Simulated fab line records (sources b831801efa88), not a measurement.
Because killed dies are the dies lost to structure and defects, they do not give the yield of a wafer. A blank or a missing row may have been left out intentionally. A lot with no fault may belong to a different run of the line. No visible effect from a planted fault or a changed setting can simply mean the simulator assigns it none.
Chamber matching || flow gf180mcu || 4 sister chambers for GF_V2_CMP_26 on cmp-02
The step polishes, stops on SiO2, t overpolish 15 s, target thk 0 nm. 27 wafers are shown with their chamber, then 12 later ones without.

WAFERS WITH THEIR CHAMBER
{"wafer": "L075.2", "chamber": 2, "motor-current-A (A)": 10.0, "time-to-endpoint-s (s)": 81, "overpolish-run-s (s)": 15.004}
{"wafer": "L075.5", "chamber": 2, "motor-current-A (A)": 9.9, "time-to-endpoint-s (s)": 77, "overpolish-run-s (s)": 14.989}
{"wafer": "L075.6", "chamber": 1, "motor-current-A (A)": 12.0, "time-to-endpoint-s (s)": 82, "overpolish-run-s (s)": 14.998}
{"wafer": "L077.2", "chamber": 0, "motor-current-A (A)": 10.0, "time-to-endpoint-s (s)": 84, "overpolish-run-s (s)": 15.009}
{"wafer": "L077.5", "chamber": 2, "motor-current-A (A)": 10.3, "time-to-endpoint-s (s)": 89, "overpolish-run-s (s)": 14.994}
{"wafer": "L077.6", "chamber": 1, "motor-current-A (A)": 11.4, "time-to-endpoint-s (s)": 87, "overpolish-run-s (s)": 15.018}
{"wafer": "L078.1", "chamber": 1, "motor-current-A (A)": 11.4, "time-to-endpoint-s (s)": 87, "overpolish-run-s (s)": 15.005}
{"wafer": "L078.2", "chamber": 0, "motor-current-A (A)": 10.6, "time-to-endpoint-s (s)": 84, "overpolish-run-s (s)": 14.995}
{"wafer": "L078.5", "chamber": 0, "motor-current-A (A)": 10.2, "time-to-endpoint-s (s)": 87, "overpolish-run-s (s)": 14.997}
{"wafer": "L080.3", "chamber": 0, "motor-current-A (A)": 10.4, "time-to-endpoint-s (s)": 81, "overpolish-run-s (s)": 14.998}
{"wafer": "L080.4", "chamber": 3, "motor-current-A (A)": 11.5, "time-to-endpoint-s (s)": 81, "overpolish-run-s (s)": 14.991}
{"wafer": "L080.5", "chamber": 2, "motor-current-A (A)": 10.6, "time-to-endpoint-s (s)": 80, "overpolish-run-s (s)": 14.991}
{"wafer": "L081.1", "chamber": 1, "motor-current-A (A)": 11.5, "time-to-endpoint-s (s)": 84, "overpolish-run-s (s)": 14.979}
{"wafer": "L081.4", "chamber": 0, "motor-current-A (A)": 10.3, "time-to-endpoint-s (s)": 85, "overpolish-run-s (s)": 15.003}
{"wafer": "L081.6", "chamber": 3, "motor-current-A (A)": 11.1, "time-to-endpoint-s (s)": 85, "overpolish-run-s (s)": 15.004}
{"wafer": "L082.1", "chamber": 3, "motor-current-A (A)": 11.0, "time-to-endpoint-s (s)": 93, "overpolish-run-s (s)": 15.008}
{"wafer": "L082.4", "chamber": 0, "motor-current-A (A)": 11.3, "time-to-endpoint-s (s)": 86, "overpolish-run-s (s)": 15.006}
{"wafer": "L082.6", "chamber": 2, "motor-current-A (A)": 9.9, "time-to-endpoint-s (s)": 86, "overpolish-run-s (s)": 14.998}
{"wafer": "L085.2", "chamber": 0, "motor-current-A (A)": 10.6, "time-to-endpoint-s (s)": 92, "overpolish-run-s (s)": 14.999}
{"wafer": "L085.3", "chamber": 3, "motor-current-A (A)": 10.5, "time-to-endpoint-s (s)": 95, "overpolish-run-s (s)": 14.997}
{"wafer": "L085.6", "chamber": 1, "motor-current-A (A)": 10.9, "time-to-endpoint-s (s)": 93, "overpolish-run-s (s)": 14.986}
{"wafer": "L088.2", "chamber": 2, "motor-current-A (A)": 9.8, "time-to-endpoint-s (s)": 82, "overpolish-run-s (s)": 14.992}
{"wafer": "L088.3", "chamber": 1, "motor-current-A (A)": 10.7, "time-to-endpoint-s (s)": 77, "overpolish-run-s (s)": 14.989}
{"wafer": "L088.6", "chamber": 3, "motor-current-A (A)": 11.3, "time-to-endpoint-s (s)": 85, "overpolish-run-s (s)": 15.011}
{"wafer": "L090.2", "chamber": 0, "motor-current-A (A)": 10.5, "time-to-endpoint-s (s)": 84, "overpolish-run-s (s)": 14.994}
{"wafer": "L090.5", "chamber": 0, "motor-current-A (A)": 10.7, "time-to-endpoint-s (s)": 86, "overpolish-run-s (s)": 15.012}
{"wafer": "L090.6", "chamber": 3, "motor-current-A (A)": 11.2, "time-to-endpoint-s (s)": 88, "overpolish-run-s (s)": 14.979}

SIGNATURES (means of the wafers above)
{"reading": "motor-current-A", "chamber 0": 10.511, "chamber 1": 11.317, "chamber 2": 10.083, "chamber 3": 11.100, "scatter within a chamber": 0.373}
{"reading": "time-to-endpoint-s", "chamber 0": 85.44, "chamber 1": 85.00, "chamber 2": 82.50, "chamber 3": 87.83, "scatter within a chamber": 4.44}
{"reading": "overpolish-run-s", "chamber 0": 15.00144, "chamber 1": 14.99583, "chamber 2": 14.99467, "chamber 3": 14.99833, "scatter within a chamber": 0.00978}
Rule: for each reading, subtract the chamber's mean from the wafer's reading, divide by that reading's scatter and square the result; add these up over the readings and take the root, which gives the wafer's distance from the chamber. If the next closest chamber is less than 2 further off than the closest, the wafer can't be placed; otherwise it belongs to the closest. The scatter is the square root of a quotient: the sum, over the shown wafers, of each reading's squared deviation from its chamber's mean, divided by wafers minus chambers.

WAFERS MISSING THEIR CHAMBER
{"wafer": "L093.1", "motor-current-A (A)": 10.4, "time-to-endpoint-s (s)": 84, "overpolish-run-s (s)": 14.999}
{"wafer": "L093.2", "motor-current-A (A)": 11.6, "time-to-endpoint-s (s)": 89, "overpolish-run-s (s)": 14.993}
{"wafer": "L093.5", "motor-current-A (A)": 11.1, "time-to-endpoint-s (s)": 88, "overpolish-run-s (s)": 15.001}
{"wafer": "L094.1", "motor-current-A (A)": 10.4, "time-to-endpoint-s (s)": 84, "overpolish-run-s (s)": 14.995}
{"wafer": "L094.4", "motor-current-A (A)": 11.7, "time-to-endpoint-s (s)": 87, "overpolish-run-s (s)": 15.006}
{"wafer": "L094.6", "motor-current-A (A)": 10.3, "time-to-endpoint-s (s)": 87, "overpolish-run-s (s)": 15.002}
{"wafer": "L095.1", "motor-current-A (A)": 11.0, "time-to-endpoint-s (s)": 89, "overpolish-run-s (s)": 15.007}
{"wafer": "L095.5", "motor-current-A (A)": 9.6, "time-to-endpoint-s (s)": 86, "overpolish-run-s (s)": 15.005}
{"wafer": "L095.6", "motor-current-A (A)": 11.2, "time-to-endpoint-s (s)": 89, "overpolish-run-s (s)": 15.017}
{"wafer": "L097.2", "motor-current-A (A)": 10.3, "time-to-endpoint-s (s)": 87, "overpolish-run-s (s)": 15.007}
{"wafer": "L097.3", "motor-current-A (A)": 11.3, "time-to-endpoint-s (s)": 88, "overpolish-run-s (s)": 14.996}
{"wafer": "L097.6", "motor-current-A (A)": 10.0, "time-to-endpoint-s (s)": 87, "overpolish-run-s (s)": 15.007}

THE CHAMBER EACH PASSED THROUGH
{"wafer": "L093.1", "from the rows above": "can't be placed: 0 or 2 or 3 or 1", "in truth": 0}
{"wafer": "L093.2", "from the rows above": "can't be placed: 1 or 3 or 0", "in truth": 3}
{"wafer": "L093.5", "from the rows above": "can't be placed: 3 or 1 or 0", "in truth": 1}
{"wafer": "L094.1", "from the rows above": "can't be placed: 0 or 2 or 3 or 1", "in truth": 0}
{"wafer": "L094.4", "from the rows above": "can't be placed: 1 or 3 or 0", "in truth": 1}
{"wafer": "L094.6", "from the rows above": "can't be placed: 0 or 2 or 3", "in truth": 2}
{"wafer": "L095.1", "from the rows above": "can't be placed: 3 or 0 or 1", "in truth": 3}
{"wafer": "L095.5", "from the rows above": "can't be placed: 2 or 0", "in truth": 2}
{"wafer": "L095.6", "from the rows above": "can't be placed: 3 or 1 or 0", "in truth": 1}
{"wafer": "L097.2", "from the rows above": "can't be placed: 0 or 2 or 3", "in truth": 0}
{"wafer": "L097.3", "from the rows above": "can't be placed: 3 or 1 or 0", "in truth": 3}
{"wafer": "L097.6", "from the rows above": "can't be placed: 0 or 2 or 3", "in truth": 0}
Placed correctly: 0 of 12. Unplaceable from these rows: 12, with the true chamber sitting among the candidates in 12. Placed wrongly: 0.
